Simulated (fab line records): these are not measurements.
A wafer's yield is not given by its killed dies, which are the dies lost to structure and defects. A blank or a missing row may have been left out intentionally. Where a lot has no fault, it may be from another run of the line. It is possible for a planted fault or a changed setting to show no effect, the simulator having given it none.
fab line records + flow sfqLine
[record]
- lots = 13
- wafers = 39
- lastDay = 91
route steps=325 shown L0@14 L0V@16 I1@75 A5B@210
lots with no fault: from the same line, run without faults
startH: hours from the record's first day to the start of the lot's first wafer shown + waitH: hours elapsed since this lot's preceding step + " same as the row above + L1.1+2: several wafers, shown together as one row + - either no value or no given start + * or withheld: withheld + < > ~ a bound
route shown NAME@n: a module of which the file shows steps, and the number in the route of the first + usual: the fault-free wafers' mean and standard deviation + same: alike in all rows + chamber/n: place in a boat + sites: readings site by site + _std_site: their standard deviation + _edge_site: outer sites' mean less inner sites' + radiusMm: how far each site lies from the wafer's centre + mask NAME#n: copy n + behind: the tool/chamber that last shaped the wafer + hold: the reason the lot was held/the length of the hold in hours/how it ended + device: whichever transistor did not switch (one of n, p or np) + end of line: tests run on the same wafers once the route is complete + where a step has no rows: the recipe by itself + killed: count of dies lost to structure and defects at first sort (not the wafer's yield) + map: a wafer's dies, marking killed ones x, the rest . and places with no die _
set.NAME: the setting that was run; set.NAME@STEP: the one run at that earlier step + model.NAME: the simulator's own value behind a step, which no gauge read
a sample of lots followed through the steps of the route, with each step as a table and each wafer as a row
services: a tool's chamber out of use, with start hour (startH, from the record's first day; less than 0 if before it), hours out, and reason
[[steps]]
[step SFQ_TRILAYER_L0_STRIP_STRIP_009]
[recipe]
- gas = O2
- powerW = 200
- platenTempC = 40
- overashFraction = 0.65
- chemistry = O2
- pressureMtorr = 50
[usual]
- drypumpMotorCurrentA = 5.7/0.43
- oesProductAu = 1.001/0.0075
| lot.wafer | tool        | chamber | startH | waitH | drypumpMotorCurrentA | oesProductAu | rfHoursCounterH |
|-----------|-------------|---------|--------|-------|----------------------|--------------|-----------------|
| L869.2    | rieMetal-02 | 0       | 77.08  | 0.0   | 6.3                  | 1.003        | 108             |
| L869.3    | "           | 1       | "      | "     | 5.4                  | 1.009        | -               |
| L869.5    | "           | 0       | "      | "     | 6.2                  | 0.995        | -               |
| L870.1    | rieMetal-04 | 0       | 78.28  | 0.0   | 5.1                  | 1.004        | 58              |
| L870.3    | "           | 0       | "      | "     | 5.1                  | 1.007        | -               |
| L870.4    | "           | 1       | "      | "     | 5.8                  | 1.000        | -               |
| L871.2    | rieMetal-02 | 0       | 80.68  | 0.0   | 6.3                  | 1.012        | 109             |
| L871.5    | "           | 1       | "      | "     | 5.5                  | 0.998        | -               |
| L871.6    | "           | 0       | "      | "     | 6.3                  | 0.993        | -               |
| L872.1    | rieMetal-04 | 1       | 81.88  | 0.0   | 5.8                  | 0.990        | 165             |
| L872.2    | "           | 0       | "      | "     | 5.1                  | 0.996        | 59              |
| L872.4    | "           | 1       | "      | "     | 5.8                  | 0.996        | -               |
| L873.1    | rieMetal-03 | 0       | 83.08  | 0.0   | 6.1                  | 1.001        | 27              |
| L873.3    | "           | 1       | "      | "     | 6.0                  | 1.009        | -               |
| L873.4    | "           | 0       | "      | "     | 6.1                  | 1.002        | -               |
| L876.3    | rieMetal-02 | 1       | 121.59 | 0.3   | 5.4                  | 0.998        | -               |
| L876.4    | "           | 0       | "      | "     | 6.3                  | 1.008        | -               |
| L876.6    | "           | 0       | "      | "     | 6.3                  | 0.999        | -               |
| L877.2    | rieMetal-04 | 0       | 128.49 | 0.0   | 5.1                  | 0.995        | 66              |
| L877.3    | "           | 1       | "      | "     | 5.8                  | 0.999        | -               |
| L877.6    | "           | 0       | "      | "     | 5.1                  | 1.003        | -               |
| L878.1    | rieMetal-02 | 1       | 136.89 | 0.0   | 5.4                  | 1.000        | 121             |
| L878.4    | "           | 0       | "      | "     | 6.2                  | 0.992        | -               |
| L878.5    | "           | 0       | "      | "     | 6.3                  | 0.996        | -               |
| L880.2    | rieMetal-04 | 1       | 150.09 | 0.0   | 5.9                  | 0.991        | 174             |
| L880.3    | "           | 0       | "      | "     | 5.1                  | 1.001        | -               |
| L880.6    | "           | 0       | "      | "     | 5.1                  | 1.009        | -               |
| L881.2    | rieMetal-02 | 1       | 156.09 | 0.0   | 5.4                  | 0.997        | 123             |
| L881.3    | "           | 1       | "      | "     | 5.4                  | 0.997        | -               |
| L881.6    | "           | 1       | "      | "     | 5.4                  | 0.999        | -               |
| L889.1    | rieMetal-02 | 0       | 206.70 | 0.0   | 6.3                  | 0.988        | 126             |
| L889.2    | "           | 1       | "      | "     | 5.4                  | 1.004        | 130             |
| L889.6    | "           | 1       | "      | "     | 5.4                  | 1.005        | -               |
| L890.1    | rieMetal-03 | 1       | 213.92 | 0.0   | 6.0                  | 1.021        | 187             |
| L890.2    | "           | 0       | "      | "     | 6.1                  | 1.027        | 45              |
| L890.3    | "           | 1       | "      | "     | 6.0                  | 1.011        | -               |
| L891.1    | rieMetal-02 | 1       | 219.90 | 0.0   | 5.4                  | 0.994        | 132             |
| L891.3    | "           | 1       | "      | "     | 5.4                  | 0.992        | -               |
| L891.5    | "           | 1       | "      | "     | 5.4                  | 0.994        | -               |
[step SFQ_TRILAYER_L0_CAP_PECVD_011]
[recipe]
- material = SiO2
- tempC = 150
- timeS = 13.333
- pressureTorr = 2.4
- rfW = 183.3
- precursor = SiH4/N2O
- targetThkNm = 60
[usual]
- heaterPowerW = 79/13
- rfFwdPowerW = 180.1/0.86
- showerheadVppV = 847/42
- throttleValvePct = 24.4/0.92
| lot.wafer | tool     | chamber | startH | waitH | heaterPowerW | rfFwdPowerW | showerheadVppV | sinceWetCleanH | throttleValvePct |
|-----------|----------|---------|--------|-------|--------------|-------------|----------------|----------------|------------------|
| L869.2    | pecvd-02 | 1       | 77.85  | 0.0   | 68           | 180.7       | 897            | 992            | 24.0             |
| L869.3    | "        | 2       | "      | "     | 86           | 178.3       | 815            | 992            | 24.8             |
| L869.5    | "        | 1       | "      | "     | 67           | 180.0       | 880            | -              | 24.3             |
| L870.1    | pecvd-01 | 0       | 79.05  | 0.0   | 101          | 180.5       | 826            | 1363           | 23.8             |
| L870.3    | "        | 1       | "      | "     | 92           | 179.0       | 851            | 1363           | 26.4             |
| L870.4    | "        | 1       | "      | "     | 90           | 178.4       | 858            | -              | 26.4             |
| L871.2    | pecvd-02 | 1       | 81.45  | 0.0   | 61           | 179.8       | 901            | 996            | 24.3             |
| L871.5    | "        | 2       | "      | "     | 82           | 178.5       | 809            | -              | 25.1             |
| L871.6    | "        | 0       | "      | "     | 61           | 179.6       | 913            | -              | 25.4             |
| L872.1    | pecvd-01 | 2       | 82.65  | 0.0   | 73           | 180.3       | 831            | 1366           | 24.5             |
| L872.2    | "        | 0       | "      | "     | 104          | 181.3       | 813            | 1366           | 23.9             |
| L872.4    | "        | 0       | "      | "     | 103          | 180.6       | 828            | -              | 23.8             |
| L873.1    | pecvd-04 | 1       | 83.85  | 0.0   | 77           | 182.1       | 865            | 245            | 24.1             |
| L873.3    | "        | 2       | "      | "     | 96           | 180.0       | 896            | 245            | 23.0             |
| L873.4    | "        | 0       | "      | "     | 63           | 179.5       | 769            | -              | 24.0             |
| L876.3    | pecvd-04 | 1       | 122.30 | 0.0   | 68           | 180.4       | 881            | 284            | 23.8             |
| L876.4    | "        | 1       | "      | "     | 68           | 180.6       | 869            | -              | 24.1             |
| L876.6    | "        | 0       | "      | "     | 67           | 181.0       | 774            | -              | 23.7             |
| L877.2    | pecvd-02 | 2       | 129.27 | 0.0   | 82           | 178.7       | 822            | 1044           | 25.1             |
| L877.3    | "        | 0       | "      | "     | 68           | 180.5       | 898            | 1044           | 25.8             |
| L877.6    | "        | 0       | "      | "     | 66           | 181.3       | 901            | -              | 25.3             |
| L878.1    | pecvd-02 | 0       | 137.68 | 0.0   | 62           | 179.6       | 902            | 1052           | 25.3             |
| L878.4    | "        | 2       | "      | "     | 87           | 178.8       | 812            | -              | 25.1             |
| L878.5    | "        | 0       | "      | "     | 63           | 179.6       | 887            | -              | 25.6             |
| L880.2    | pecvd-01 | 2       | 150.87 | 0.0   | 79           | 180.0       | 828            | 1435           | 24.3             |
| L880.3    | "        | 0       | "      | "     | 88           | 180.9       | 818            | 1435           | 24.0             |
| L880.6    | "        | 1       | "      | "     | 86           | 180.5       | 863            | -              | 26.4             |
| L881.2    | pecvd-02 | 0       | 156.87 | 0.0   | 61           | 180.5       | 898            | 1071           | 25.3             |
| L881.3    | "        | 1       | "      | "     | 35           | 253.0       | 1075           | 1071           | 24.2             |
| L881.6    | "        | 1       | "      | "     | 35           | 252.9       | 1047           | -              | 24.5             |
| L889.1    | pecvd-04 | 1       | 207.47 | 0.0   | 77           | 180.1       | 876            | 369            | 24.2             |
| L889.2    | "        | 2       | "      | "     | 85           | 180.9       | 886            | 369            | 23.4             |
| L889.6    | "        | 0       | "      | "     | 62           | 180.1       | 774            | -              | 24.2             |
| L890.1    | pecvd-01 | 2       | 214.69 | 0.0   | 75           | 180.0       | 822            | 6              | 23.2             |
| L890.2    | "        | 0       | "      | "     | 101          | 181.1       | 818            | 6              | 22.6             |
| L890.3    | "        | 1       | "      | "     | 76           | 180.1       | 853            | 6              | 24.4             |
| L891.1    | pecvd-01 | 1       | 220.67 | 0.0   | 76           | 180.0       | 856            | 12             | 24.7             |
| L891.3    | "        | 2       | "      | "     | 75           | 181.2       | 831            | 12             | 23.1             |
| L891.5    | "        | 1       | "      | "     | 77           | 179.8       | 858            | -              | 24.5             |
[step SFQ_TRILAYER_L0_VIA_ETCH_VIA_ETCH_016]
[recipe]
- target = SiO2
- stopOn = MoNx_KI
- maskMaterial = PR
- chemistry = CHF3
- targetDepthNm = 80
- sourceW = 500
- biasW = 78.19
- pressureMtorr = 30
- timeS = withheld
[usual]
- drypumpMotorCurrentA = 5.6/0.44
- oesProductAu = 0.843/0.0074
| lot.wafer | tool       | chamber | startH | waitH | drypumpMotorCurrentA | oesProductAu |
|-----------|------------|---------|--------|-------|----------------------|--------------|
| L869.2    | rieDiel-04 | 1       | 157.57 | 0.0   | 5.9                  | 0.835        |
| L869.3    | "          | 0       | "      | "     | 5.0                  | 0.844        |
| L869.5    | "          | 3       | "      | "     | 5.7                  | 0.843        |
| L870.1    | rieDiel-01 | 0       | 161.17 | 0.0   | 5.4                  | 0.827        |
| L870.3    | "          | 2       | "      | "     | 6.2                  | 0.833        |
| L870.4    | "          | 1       | "      | "     | 5.8                  | 0.853        |
| L871.2    | rieDiel-02 | 3       | 164.77 | 0.0   | 5.4                  | 0.839        |
| L871.5    | "          | 0       | "      | "     | 5.1                  | 0.859        |
| L871.6    | "          | 3       | "      | "     | 5.4                  | 0.856        |
| L872.1    | rieDiel-04 | 1       | 165.97 | 0.0   | 6.0                  | 0.828        |
| L872.2    | "          | 2       | "      | "     | 5.0                  | 0.843        |
| L872.4    | "          | 3       | "      | "     | 5.8                  | 0.844        |
| L873.1    | rieDiel-01 | 1       | 168.37 | 0.0   | 5.8                  | 0.840        |
| L873.3    | "          | 0       | "      | "     | 5.5                  | 0.846        |
| L873.4    | "          | 3       | "      | "     | 5.9                  | 0.851        |
| L876.3    | rieDiel-04 | 0       | 212.67 | 0.0   | 5.0                  | 0.831        |
| L876.4    | "          | 3       | "      | "     | 5.7                  | 0.850        |
| L876.6    | "          | 3       | "      | "     | 5.7                  | 0.848        |
| L877.2    | rieDiel-02 | 0       | 222.27 | 0.0   | 5.1                  | 0.839        |
| L877.3    | "          | 3       | "      | "     | 5.4                  | 0.847        |
| L877.6    | "          | 2       | "      | "     | 6.1                  | 0.845        |
| L878.1    | rieDiel-04 | 3       | 235.47 | 0.0   | 5.7                  | 0.838        |
| L878.4    | "          | 0       | "      | "     | 5.0                  | 0.852        |
| L878.5    | "          | 2       | "      | "     | 5.0                  | 0.838        |
| L880.2    | rieDiel-02 | 3       | 252.27 | 0.0   | 5.4                  | 0.844        |
| L880.3    | "          | 1       | "      | "     | 6.0                  | 0.843        |
| L880.6    | "          | 2       | "      | "     | 6.1                  | 0.846        |
| L881.2    | rieDiel-02 | 2       | 260.54 | 0.0   | 6.1                  | 0.836        |
| L881.3    | "          | 3       | "      | "     | 5.5                  | 0.876        |
| L881.6    | "          | 2       | "      | "     | 6.1                  | 0.892        |
| L889.1    | rieDiel-02 | 0       | 312.28 | 0.0   | 5.1                  | 0.834        |
| L889.2    | "          | 2       | "      | "     | 6.1                  | 0.829        |
| L889.6    | "          | 2       | "      | "     | 6.1                  | 0.832        |
| L890.1    | rieDiel-04 | 2       | 321.88 | 0.0   | 5.0                  | 0.839        |
| L890.2    | "          | 0       | "      | "     | 5.0                  | 0.835        |
| L890.3    | "          | 1       | "      | "     | 6.0                  | 0.841        |
| L891.1    | rieDiel-04 | 0       | 329.08 | 0.0   | 5.0                  | 0.834        |
| L891.3    | "          | 3       | "      | "     | 5.7                  | 0.845        |
| L891.5    | "          | 1       | "      | "     | 6.0                  | 0.844        |
[step SFQ_I1_BOW_MEAS_912]
[recipe]
- mode = bow
[usual]
- I1_BOW = 1/7.7
| lot.wafer | tool         | chamber | startH | waitH | I1_BOW[um] |
|-----------|--------------|---------|--------|-------|------------|
| L869.2    | filmMetro-02 | -       | 558.00 | 1.0   | -4         |
| L869.3    | "            | -       | "      | "     | -13        |
| L869.5    | "            | -       | "      | "     | -1         |
| L870.1    | filmMetro-01 | -       | 562.78 | 1.0   | -3         |
| L870.3    | "            | -       | "      | "     | 17         |
| L870.4    | "            | -       | "      | "     | -1         |
| L871.2    | filmMetro-04 | -       | 566.11 | 2.5   | -9         |
| L871.5    | "            | -       | "      | "     | 2          |
| L871.6    | "            | -       | "      | "     | 1          |
| L872.1    | filmMetro-01 | -       | 568.78 | 2.5   | 6          |
| L872.2    | "            | -       | "      | "     | 6          |
| L872.4    | "            | -       | "      | "     | 9          |
| L873.1    | filmMetro-01 | -       | 571.78 | 2.5   | 1          |
| L873.3    | "            | -       | "      | "     | 0          |
| L873.4    | "            | -       | "      | "     | -7         |
| L876.3    | filmMetro-02 | -       | 622.32 | 1.0   | -7         |
| L876.4    | "            | -       | "      | "     | 2          |
| L876.6    | "            | -       | "      | "     | 10         |
| L877.2    | filmMetro-01 | -       | 628.30 | 2.5   | -5         |
| L877.3    | "            | -       | "      | "     | -12        |
| L877.6    | "            | -       | "      | "     | -15        |
| L878.1    | filmMetro-01 | -       | 671.97 | 2.5   | 5          |
| L878.4    | "            | -       | "      | "     | -1         |
| L878.5    | "            | -       | "      | "     | 3          |
| L880.2    | filmMetro-02 | -       | 698.90 | 1.0   | 12         |
| L880.3    | "            | -       | "      | "     | 7          |
| L880.6    | "            | -       | "      | "     | 4          |
| L881.2    | filmMetro-04 | -       | 715.74 | 1.5   | -3         |
| L881.3    | "            | -       | "      | "     | 6          |
| L881.6    | "            | -       | "      | "     | 4          |
| L889.1    | filmMetro-02 | -       | 783.04 | 1.5   | -8         |
| L889.2    | "            | -       | "      | "     | -6         |
| L889.6    | "            | -       | "      | "     | -3         |
| L890.1    | filmMetro-02 | -       | 790.22 | 1.5   | -3         |
| L890.2    | "            | -       | "      | "     | -3         |
| L890.3    | "            | -       | "      | "     | -5         |
| L891.1    | filmMetro-01 | -       | 793.82 | 2.0   | 7          |
| L891.3    | "            | -       | "      | "     | 4          |
| L891.5    | "            | -       | "      | "     | 3          |
[step SFQ_TRILAYER_A5B_CMP_CMP_130]
[recipe]
- stopOn = Nb
- downForcePsi = 3
- platenRpm = 60
- targetThkNm = 340.7
[usual]
- motorCurrentA = 9.9/1.5
- slurryFlowMlMin = 150.0/0.51
| lot.wafer | tool   | chamber | startH  | waitH | motorCurrentA | slurryFlowMlMin |
|-----------|--------|---------|---------|-------|---------------|-----------------|
| L869.3    | cmp-01 | 0       | 1205.18 | 0.4   | 8.3           | 150.4           |
| L869.2    | "      | 3       | 1206.68 | 1.9   | 8.4           | 150.2           |
| L869.5    | "      | 1       | 1207.68 | 2.9   | 9.6           | 149.9           |
| L870.3    | cmp-01 | 1       | 1212.12 | 0.2   | 9.5           | 150.4           |
| L870.4    | "      | 2       | "       | "     | 12.1          | 149.3           |
| L870.1    | "      | 3       | "       | "     | 8.3           | 149.0           |
| L871.2    | cmp-01 | 0       | 1225.40 | 3.9   | 8.4           | 150.2           |
| L871.6    | "      | 1       | "       | "     | 9.8           | 149.3           |
| L871.5    | "      | 2       | "       | "     | 12.3          | 149.3           |
| L872.4    | cmp-02 | 1       | 1233.56 | 0.0   | 10.4          | 150.3           |
| L872.1    | "      | 3       | 1234.56 | 1.0   | 8.3           | 150.2           |
| L872.2    | "      | 0       | "       | "     | 10.1          | 150.5           |
| L873.4    | cmp-02 | 1       | 1237.16 | 0.0   | 10.3          | 150.7           |
| L873.1    | "      | 2       | "       | "     | 11.4          | 150.6           |
| L873.3    | "      | 0       | 1238.66 | 1.5   | 10.7          | 150.0           |
| L876.3    | cmp-02 | 2       | 1274.72 | 0.0   | 12.5          | 150.7           |
| L876.4    | "      | 0       | 1275.72 | 1.0   | 10.9          | 149.7           |
| L876.6    | "      | 2       | 1276.72 | 2.0   | 12.1          | 150.9           |
| L877.2    | cmp-02 | 2       | 1296.69 | 0.0   | 11.8          | 149.8           |
| L877.3    | "      | 3       | "       | "     | 8.6           | 149.5           |
| L877.6    | "      | 3       | 1299.19 | 2.5   | 8.3           | 149.8           |
| L878.4    | cmp-02 | 3       | 1300.19 | 2.3   | 8.7           | 150.4           |
| L878.1    | "      | 1       | 1301.19 | 3.3   | 10.4          | 149.0           |
| L878.5    | "      | 2       | "       | "     | 11.6          | 149.9           |
| L880.3    | cmp-01 | 3       | 1319.11 | 1.1   | 8.6           | 150.8           |
| L880.2    | "      | 2       | 1320.61 | 2.6   | 12.4          | 150.7           |
| L880.6    | "      | 0       | 1321.61 | 3.5   | 8.4           | 150.7           |
| L881.2    | cmp-01 | 2       | 1326.19 | 0.0   | 12.4          | 149.9           |
| L881.3    | "      | 0       | 1327.19 | 1.0   | 8.6           | 150.1           |
| L881.6    | "      | 3       | 1328.69 | 2.5   | 8.3           | 149.6           |
| L889.1    | cmp-01 | 0       | 1523.74 | 1.0   | 8.5           | 148.9           |
| L889.2    | "      | 1       | "       | "     | 9.7           | 149.4           |
| L889.6    | "      | 3       | 1525.24 | 2.5   | 8.5           | 148.9           |
| L890.3    | cmp-01 | 1       | 1537.74 | 0.8   | 9.5           | 150.1           |
| L890.1    | "      | 2       | "       | "     | 11.8          | 148.9           |
| L890.2    | "      | 3       | "       | "     | 8.2           | 149.7           |
| L891.3    | cmp-02 | 3       | 1542.47 | 3.0   | 8.5           | 150.5           |
| L891.1    | "      | 2       | 1543.97 | 4.5   | 11.7          | 149.7           |
| L891.5    | "      | 0       | 1544.97 | 5.5   | 10.8          | 150.5           |
[[services]]
| tool        | chamber | startH | hours | kind   |
|-------------|---------|--------|-------|--------|
| cmp-01      | -       | 67.15  | 2.6   | repair |
| rieMetal-02 | -       | 90.06  | 2.8   | pm     |
| cmp-01      | -       | 113.17 | 0.6   | repair |
| cmp-01      | -       | 123.38 | 1.4   | repair |
| cmp-01      | -       | 141.15 | 1.4   | repair |
| cmp-01      | -       | 232.44 | 4.0   | pm     |
| cmp-01      | -       | 249.70 | 1.0   | repair |
| cmp-01      | -       | 305.96 | 2.2   | repair |
| cmp-01      | -       | 320.41 | 5.1   | pm     |
| cmp-01      | -       | 348.71 | 0.8   | repair |
| rieMetal-02 | -       | 469.75 | 0.6   | repair |
| cmp-01      | -       | 477.56 | 5.4   | pm     |
| rieMetal-02 | 1       | 502.60 | 2.3   | repair |
| cmp-01      | -       | 524.01 | 2.6   | repair |
| cmp-01      | -       | 572.44 | 4.0   | pm     |
| rieMetal-02 | 0       | 580.57 | 3.7   | repair |
| cmp-01      | -       | 624.94 | 0.7   | repair |
| cmp-01      | -       | 648.08 | 17.9  | pm     |
| cmp-01      | -       | 690.65 | 8.4   | pm     |
| cmp-01      | -       | 699.38 | 7.3   | repair |
| cmp-01      | -       | 746.64 | 0.4   | repair |
| rieMetal-02 | 1       | 747.28 | 5.9   | repair |
| cmp-01      | -       | 756.38 | 0.2   | repair |
| cmp-01      | -       | 779.47 | 2.8   | repair |
[[key]]
[firstSign]
- step = SFQ_TRILAYER_L0_CAP_PECVD_011
- reading = rfFwdPowerW
- direction = up
- sigmas = 85
- usual = 180.1
- struck = 252.9
[effect]
- step = SFQ_TRILAYER_L0_CAP_PECVD_011
- reading = showerheadVppV
- direction = up
- sigmas = 5.1
- usual = 847
- struck = 1061
[effect]
- step = SFQ_TRILAYER_L0_VIA_ETCH_VIA_ETCH_016
- reading = oesProductAu
- direction = up
- sigmas = 5.6
- usual = 0.843
- struck = 0.884
metAt SFQ_TRILAYER_L0_CAP_PECVD_011
struckLots L881
struckWafers L881.3,L881.6
notActingAt SFQ_TRILAYER_L0_STRIP_STRIP_009,SFQ_I1_BOW_MEAS_912,SFQ_TRILAYER_A5B_CMP_CMP_130
onsetBetween 81.45 156.87
[fault]
- kind = processParameterDrift
- tool = pecvd-02
- chamber = 1
- onsetH = 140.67
- steps = SFQ_TRILAYER_L0_CAP_PECVD_011
- channel = rfW
- offset = 73.32
- shape = step
- endH = 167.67
- actsIn = theseRecipesOnly
- stated = 183.3
